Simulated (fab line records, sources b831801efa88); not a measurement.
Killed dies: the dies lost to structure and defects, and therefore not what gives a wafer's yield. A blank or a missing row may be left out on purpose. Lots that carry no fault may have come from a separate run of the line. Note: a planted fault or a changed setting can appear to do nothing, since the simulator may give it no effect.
fab line records	flow sky130
record: lots: 5	wafers: 15	last-day: 50
route steps=708 shown DNWELL@42 PWDE@45 NWELL@56
lots that met no fault: from a run of the same line without faults
start-h: start of the lot's first displayed wafer, in hours after the record's first day	wait-h: how many hours have passed since the lot's step before this one	" repeats the value in the row above	L1.1+2: a single row standing in for several wafers	- either no value or no given start	* or withheld: withheld	< > ~ a bound
route shown NAME@n: names a module that has steps shown in the file, with the first one's number in the route	usual: average and standard deviation across the fault-free wafers	same: alike in all rows	chamber/n: place in a boat	sites: each site's reading	_std_site: their standard deviation	_edge_site: the outer-site mean with the inner-site mean subtracted	radius-mm: how far each site lies from the wafer's centre	mask NAME#n: copy n	behind: the tool/chamber that last shaped the wafer	hold: why the lot was held/for how many hours/how that ended	device: names the non-switching transistor (n, p or np)	end of line: tests of these same wafers at the route's end	a step without rows: its recipe alone	killed: count of dies lost to structure and defects at first sort (not the wafer's yield)	map: dies across one wafer; x = killed, . = not, _ = none there
set.NAME: the setting that was run; set.NAME@STEP: the one run at that earlier step	model.NAME: the simulator's own value behind a step, which no gauge read
certain route steps with their lots: each step a table, each wafer a row
services: the hour from which a tool's chamber was out of use, counted from the record's first day as start-h (under 0 if before that day), plus the number of hours and why
== steps ==
step: SKY_DNWELL_IMPLANT_07
recipe: species: P	energy-kev: withheld	dose-cm2: withheld	tilt-deg: withheld
step: SKY_DNWELL_STRIP_08
recipe: chemistry: O2/N2	power-w: 1400	pressure-mtorr: 1500	platen-temp-c: withheld	o2-flow-sccm: 3000	n2-flow-sccm: 300	overash-fraction: 0.5
usual: drypump-motor-current-A: 5.8/0.38	oes-product-au: 0.724/0.0047	strip-time-to-endpoint-s: 36.89/0.094
lot.wafer	tool	chamber	start-h	wait-h	drypump-motor-current-A	oes-product-au	rf-hours-counter-h	strip-time-to-endpoint-s
L731.3	plasma-asher-04	1	51.33	0.1	5.9	0.720	-	36.80
L731.4	"	0	"	"	6.2	0.724	-	36.91
L731.5	"	0	"	"	6.3	0.725	-	36.76
L739.1	plasma-asher-02	1	97.63	0.1	6.1	0.718	43	36.97
L739.3	"	0	"	"	5.5	0.728	-	36.97
L739.5	"	0	"	"	5.5	0.723	-	36.91
L749.2	plasma-asher-04	0	147.08	0.1	6.3	0.714	46	36.97
L749.5	"	1	"	"	5.9	0.720	-	36.85
L749.6	"	0	"	"	6.3	0.720	-	36.77
L750.1	plasma-asher-02	1	153.04	0.1	6.2	0.725	4	36.73
L750.2	"	0	"	"	5.5	0.726	4	36.75
L750.3	"	1	"	"	6.2	0.725	-	36.65
L751.1	plasma-asher-01	1	159.56	0.1	5.2	0.720	33	36.85
L751.3	"	1	"	"	5.1	0.720	-	36.92
L751.5	"	0	"	"	5.8	0.723	-	36.85
step: SKY_DNWELL_TW_MEAS_09
usual: DNWELL_TW: 1101/9.5
lot.wafer	tool	chamber	start-h	wait-h	DNWELL_TW
L731.3	film-metro-02	-	51.41	0.1	1094
L731.4	"	-	"	"	1094
L731.5	"	-	"	"	1091
L739.1	film-metro-01	-	97.73	0.1	1102
L739.3	"	-	"	"	1111
L739.5	"	-	"	"	1111
L749.2	film-metro-02	-	147.19	0.1	1083
L749.5	"	-	"	"	1086
L749.6	"	-	"	"	1090
L750.1	film-metro-02	-	153.14	0.1	1084
L750.2	"	-	"	"	1081
L750.3	"	-	"	"	1080
L751.1	film-metro-01	-	159.66	0.1	1110
L751.3	"	-	"	"	1111
L751.5	"	-	"	"	1110
step: SKY_PWDE_DEHYDRATE_00
recipe: temp-c: 200	time-s: 60
step: SKY_PWDE_HMDS_01
recipe: prime-time-s: 60	prime-temp-c: 120
step: SKY_PWDE_COAT_02
recipe: spin-rpm: 2000	resist-thk-nm: 3000
step: SKY_PWDE_SOFTBAKE_03
recipe: temp-c: 110	time-s: withheld
step: SKY_PWDE_EXPOSE_04
recipe: mask-id: PWDEM	na: 0.6	source-shape: conventional	sigma-outer: 0.6	polarization: unpolarized	target-cd-nm: 840	dose-mj: 214
step: SKY_PWDE_PEB_05
recipe: temp-c: 115	time-s: withheld
step: SKY_PWDE_DEVELOP_06
recipe: wall-angle-deg: 90	developer: TMAH	develop-time-s: 60	dev-temp-c: 23
step: SKY_PWDE_OVL_MEAS_07
usual: PWDE_OVL: 0.2/1.2
lot.wafer	tool	chamber	start-h	wait-h	PWDE_OVL[nm]
L731.3	overlay-02	-	67.89	-	0.1
L731.4	"	-	"	"	-2.0
L731.5	"	-	"	"	-2.2
L739.1	overlay-01	-	115.64	-	-0.6
L739.3	"	-	"	"	0.3
L739.5	"	-	"	"	-1.5
L749.2	overlay-02	-	166.68	-	-1.0
L749.5	"	-	"	"	0.5
L749.6	"	-	"	"	-0.9
L750.1	overlay-02	-	173.54	-	2.8
L750.2	"	-	"	"	0.3
L750.3	"	-	"	"	0.7
L751.1	overlay-02	-	179.64	-	2.2
L751.3	"	-	"	"	2.7
L751.5	"	-	"	"	2.5
step: SKY_PWDE_IMPLANT_08
recipe: species: B	energy-kev: 150	dose-cm2: 3.6e+12	tilt-deg: withheld
step: SKY_PWDE_STRIP_09
recipe: chemistry: O2/N2	power-w: 1400	pressure-mtorr: 1500	platen-temp-c: withheld	o2-flow-sccm: 3000	n2-flow-sccm: 300	overash-fraction: 0.5
usual: drypump-motor-current-A: 5.8/0.36	oes-product-au: 0.722/0.0045	strip-time-to-endpoint-s: 36.92/0.09
lot.wafer	tool	chamber	start-h	wait-h	drypump-motor-current-A	oes-product-au	rf-hours-counter-h	strip-time-to-endpoint-s	model.coat_of_PWDE_COAT_02.thk-nm
L731.3	plasma-asher-01	0	68.10	0.1	5.8	0.722	-	36.95	0
L731.4	"	1	"	"	5.1	0.727	-	36.99	0
L731.5	"	0	"	"	5.8	0.716	-	37.12	0
L739.1	plasma-asher-01	1	115.83	0.1	5.2	0.940	30	-	1305
L739.3	"	1	"	"	5.1	0.947	-	-	1305
L739.5	"	0	"	"	5.8	0.943	-	-	1300
L749.2	plasma-asher-04	0	166.86	0.1	6.2	0.720	49	36.85	0
L749.5	"	0	"	"	6.3	0.719	-	36.80	0
L749.6	"	1	"	"	5.9	0.720	-	36.71	0
L750.1	plasma-asher-01	1	173.73	0.1	5.1	0.720	34	36.97	0
L750.2	"	0	"	"	5.8	0.723	34	36.80	0
L750.3	"	0	"	"	5.7	0.717	-	36.95	0
L751.1	plasma-asher-01	0	179.83	0.1	5.8	0.726	35	36.79	0
L751.3	"	1	"	"	5.1	0.725	-	36.81	0
L751.5	"	0	"	"	5.8	0.722	-	36.79	0
step: SKY_PWDE_TW_MEAS_10
usual: PWDE_TW: 369/3.2
lot.wafer	tool	chamber	start-h	wait-h	PWDE_TW
L731.3	film-metro-02	-	68.18	0.1	366
L731.4	"	-	"	"	369
L731.5	"	-	"	"	368
L739.1	film-metro-01	-	115.93	0.1	372
L739.3	"	-	"	"	373
L739.5	"	-	"	"	369
L749.2	film-metro-02	-	166.97	0.1	363
L749.5	"	-	"	"	365
L749.6	"	-	"	"	366
L750.1	film-metro-04	-	173.83	0.1	369
L750.2	"	-	"	"	369
L750.3	"	-	"	"	367
L751.1	film-metro-01	-	179.93	0.1	375
L751.3	"	-	"	"	373
L751.5	"	-	"	"	373
step: SKY_NWELL_DEHYDRATE_03
recipe: temp-c: 200	time-s: 60
step: SKY_NWELL_HMDS_04
recipe: prime-time-s: 60	prime-temp-c: 120
step: SKY_NWELL_COAT_05
recipe: spin-rpm: 2000	resist-thk-nm: 3000
step: SKY_NWELL_SOFTBAKE_06
recipe: temp-c: 110	time-s: withheld
step: SKY_NWELL_EXPOSE_07
recipe: mask-id: NWM	na: 0.6	source-shape: conventional	sigma-outer: 0.6	polarization: unpolarized	target-cd-nm: 840	dose-mj: 255
step: SKY_NWELL_PEB_08
recipe: temp-c: 115	time-s: withheld
step: SKY_NWELL_DEVELOP_09
recipe: wall-angle-deg: 90	developer: TMAH	develop-time-s: 60	dev-temp-c: 23
step: SKY_NWELL_OVL_MEAS_10
usual: NWELL_00_OVL: 0.5/1.2
lot.wafer	tool	chamber	start-h	wait-h	NWELL_00_OVL[nm]
L731.3	overlay-02	-	84.25	-	0.1
L731.4	"	-	"	"	-0.4
L731.5	"	-	"	"	0.3
L739.1	overlay-02	-	135.39	-	0.6
L739.3	"	-	"	"	-0.7
L739.5	"	-	"	"	-0.2
L749.2	overlay-02	-	187.35	-	0.5
L749.5	"	-	"	"	0.6
L749.6	"	-	"	"	1.0
L750.1	overlay-02	-	194.34	-	-0.6
L750.2	"	-	"	"	0.6
L750.3	"	-	"	"	0.3
L751.1	overlay-02	-	200.39	-	1.4
L751.3	"	-	"	"	1.1
L751.5	"	-	"	"	1.4
step: SKY_NWELL_IMPLANT_11
recipe: species: P	energy-kev: 400	dose-cm2: 1.9e+13	tilt-deg: withheld
step: SKY_NWELL_IMPLANT_12
recipe: species: P	energy-kev: 120	dose-cm2: 1.3e+12	tilt-deg: withheld
step: SKY_NWELL_IMPLANT_13
recipe: species: P	energy-kev: 50	dose-cm2: 7e+11	tilt-deg: withheld
step: SKY_NWELL_STRIP_14
recipe: chemistry: O2/N2	power-w: 1400	pressure-mtorr: 1500	platen-temp-c: withheld	o2-flow-sccm: 3000	n2-flow-sccm: 300	overash-fraction: 0.5
usual: drypump-motor-current-A: 5.92/0.28	oes-product-au: 0.723/0.0046	strip-time-to-endpoint-s: 36.93/0.095
lot.wafer	tool	chamber	start-h	wait-h	drypump-motor-current-A	oes-product-au	rf-hours-counter-h	strip-time-to-endpoint-s
L731.3	plasma-asher-04	0	84.76	0.1	6.26	0.729	-	37.05
L731.4	"	1	"	"	5.92	0.731	-	37.00
L731.5	"	0	"	"	6.25	0.722	-	36.96
L739.1	plasma-asher-03	0	135.88	0.1	5.59	0.725	45	56.34
L739.3	"	1	"	"	5.96	0.728	-	56.21
L739.5	"	1	"	"	5.99	0.726	-	56.25
L749.2	plasma-asher-02	0	187.83	0.1	5.49	0.728	7	36.94
L749.5	"	0	"	"	5.47	0.716	-	36.90
L749.6	"	1	"	"	6.17	0.726	-	36.94
L750.1	plasma-asher-02	0	194.83	0.1	5.49	0.719	8	36.93
L750.2	"	1	"	"	6.15	0.725	8	37.00
L750.3	"	1	"	"	6.17	0.717	-	36.93
L751.1	plasma-asher-03	0	200.88	0.1	5.54	0.726	52	36.92
L751.3	"	0	"	"	5.55	0.729	-	36.88
L751.5	"	1	"	"	6.06	0.716	-	36.89
step: SKY_NWELL_TW_MEAS_15
usual: NWELL_TW: 1796/14
lot.wafer	tool	chamber	start-h	wait-h	NWELL_TW
L731.3	film-metro-02	-	84.85	0.1	1792
L731.4	"	-	"	"	1796
L731.5	"	-	"	"	1799
L739.1	film-metro-02	-	135.98	0.1	29
L739.3	"	-	"	"	29
L739.5	"	-	"	"	29
L749.2	film-metro-02	-	187.94	0.1	1775
L749.5	"	-	"	"	1774
L749.6	"	-	"	"	1782
L750.1	film-metro-04	-	194.93	0.1	1792
L750.2	"	-	"	"	1783
L750.3	"	-	"	"	1793
L751.1	film-metro-02	-	200.98	0.1	1794
L751.3	"	-	"	"	1776
L751.5	"	-	"	"	1784
step: SKY_NWELL_DEHYDRATE_16
recipe: temp-c: 200	time-s: 60
== services ==
tool	chamber	start-h	hours	kind
plasma-asher-01	-	41.45	6.2	repair
plasma-asher-02	-	108.75	9.0	pm
plasma-asher-02	0	108.75	9.0	vent-cycle
plasma-asher-02	1	108.75	9.0	vent-cycle
plasma-asher-02	0	117.75	-	clean
plasma-asher-02	1	117.75	-	clean
plasma-asher-03	-	122.20	0.8	repair
plasma-asher-01	-	133.71	17.2	pm
plasma-asher-02	-	158.44	6.1	repair
plasma-asher-02	-	159.31	2.5	repair
plasma-asher-04	-	186.73	5.8	repair
== key ==
first-sign: step: SKY_PWDE_STRIP_09	reading: oes-product-au	direction: up	sigmas: 49	usual: 0.722	struck: 0.943
effect: step: SKY_NWELL_STRIP_14	reading: strip-time-to-endpoint-s	direction: up	sigmas: 99+	usual: *	struck: *
effect: step: SKY_NWELL_TW_MEAS_15	reading: NWELL_TW	direction: down	sigmas: 99+	usual: 1796	struck: 29
model-effect: step: SKY_PWDE_STRIP_09	value: coat_of_PWDE_COAT_02.thk-nm	without: 0	struck: 1303
met-at SKY_PWDE_STRIP_09
struck-wafers L739.1,L739.3,L739.5
sort-left-out L739.1,L739.3,L739.5
tester-left-out L739
onset-between 68.10 115.83
fault: kind: strip-aborted	tool: plasma-asher-01	chamber: -	onset-h: 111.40	steps: SKY_PWDE_STRIP_09	offset: 0.68379	end-h: 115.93
tester-left-out: of these lots the tester's yield and bins aren't shown, on N5 and GAA mostly nor the transistor test; their killed dies are dies lost to structure and defects alone, not to doping, threshold or leakage, so they don't give the yield
sort-left-out: the simulated sort isn't trusted on such a fault, so these wafers' sort isn't shown, and their yield isn't known
